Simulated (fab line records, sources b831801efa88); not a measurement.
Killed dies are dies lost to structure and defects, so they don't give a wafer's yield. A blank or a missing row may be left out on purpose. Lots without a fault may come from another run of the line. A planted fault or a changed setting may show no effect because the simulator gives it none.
Chamber matching | flow gf180mcu | GF_PASSIVATION_CVD_02 on pecvd-03: 3 sister chambers
The step deposits Si3N4, target thk 700 nm, time 486.18 s. 3 wafers are shown with their chamber, then 7 later ones without.

WAFERS WITH THEIR CHAMBER
wafer  | chamber | heater_power_w (W)
L985.1 | 0       | 842
L995.1 | 1       | 618
L995.2 | 2       | 710

WAFERS WITHOUT THEIR CHAMBER
wafer  | heater_power_w (W)
L995.5 | 758
L102.2 | 771
L102.4 | 775
L102.5 | 684
L103.3 | 832
L103.5 | 714
L103.6 | 842

WHICH CHAMBER EACH WENT THROUGH
wafer  | from the rows above     | in truth
L995.5 | can't be placed: 2 or 0 | 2
L102.2 | can't be placed: 2 or 0 | 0
L102.4 | can't be placed: 2 or 0 | 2
L102.5 | can't be placed: 2 or 1 | 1
L103.3 | 0                       | 0
L103.5 | 2                       | 2
L103.6 | 0                       | 0
Placed correctly: 3 of 7. Can't be placed from these rows: 4 (the true chamber is among the candidates in 4). Placed wrongly: 0.
How it was worked out, from the rows above alone: a wafer's distance from a chamber is the root of the sum, over the readings, of the square of ((its reading less the chamber's mean) divided by the reading's scatter). The wafer belongs to the nearest chamber; if the next one is less than 2 further off, it can't be placed. A chamber's mean is the mean of its shown wafers. The scatter: with one shown wafer a chamber, the root of the mean of the squares of how far each hidden wafer lies from its nearest shown one.
